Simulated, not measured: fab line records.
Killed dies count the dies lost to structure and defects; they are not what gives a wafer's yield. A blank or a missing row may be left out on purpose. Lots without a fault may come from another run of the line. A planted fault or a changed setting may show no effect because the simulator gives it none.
A single fault, viewed from 2 desks / flow gf180mcu / each desk has only its own numbers; what lay behind them comes last

## TOOL OWNER'S DESK, cvdW-01
The tool's own readings at GF_V2_CVD_23 (deposits W, target thk 350 nm, time 104.94 s): means of the sampled wafers that have a number, for each lot that ran on this tool. A lot is out of limits, marked OUT, if its mean lies more than 4 standard deviations from the usual mean; the brackets give that distance.
Columns: A = chamberPressureTorr at GF_V2_CVD_23, usual 40.01 Torr; B = heaterPowerW at GF_V2_CVD_23, usual 841 W
lot=L837; first seen here=day 20 05:30; A=39.97; B=861
lot=L846; first seen here=day 23 11:08; A=39.99; B=848
lot=L853; first seen here=day 26 05:35; A=40.84 (+9.8) OUT; B=830
lot=L854; first seen here=day 26 07:35; A=41.27 (+15) OUT; B=801
This desk's verdict: out of limits on L853, L854, starting with L853 at day 26 05:35 (chamberPressureTorr at GF_V2_CVD_23). In limits: L837, L846.

## THE METROLOGY DESK
Lot by lot, what the gauges showed, no matter which tool ran the lot: averages of those sampled wafers that carry a number. A lot is out of limits, marked OUT, if its mean lies more than 4 standard deviations from the usual mean; the brackets give that distance.
Columns: A = cdNm at GF_V2_CD_MEAS_14, usual 259.9 nm; B = V2_OVL at GF_V2_OVL_MEAS_15, usual 3 nm; C = V2_W_RS at GF_V2_RS_MEAS_24, usual 0.328 ohm/sq
lot=L837; first seen here=day 20 04:37; A=260.2; B=0; C=0.333
lot=L846; first seen here=day 23 10:14; A=258.7; B=3; C=0.327
lot=L853; first seen here=day 26 04:40; A=259.7; B=6; C=0.326
lot=L854; first seen here=day 26 06:40; A=257.8; B=-5; C=0.324
lot=L859; first seen here=day 27 21:32; A=258.9; B=5; C=0.325
lot=L860; first seen here=day 28 01:29; A=260.7; B=3; C=0.328
This desk's finding: nothing out of limits on any of the 6 lots.

## TAKEN TOGETHER
At day 26 05:35, on L853, L854, the tool owner's desk was in a position to raise an alarm.
From the metrology desk's view, nothing was out of limits.
The metrology desk holds a record of L853, L854, inside its limits.
Of the lots named, all ran GF_V2_CVD_23 on cvdW-01.

## WHAT THE SIMULATOR PUT IN
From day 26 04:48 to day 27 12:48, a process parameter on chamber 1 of cvdW-01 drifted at GF_V2_CVD_23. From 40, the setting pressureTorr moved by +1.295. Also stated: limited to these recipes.
Lots struck among those shown: L853, L854.
How many hours passed from the start of the fault until each desk's first out-of-limits reading: the tool owner's desk, 1.
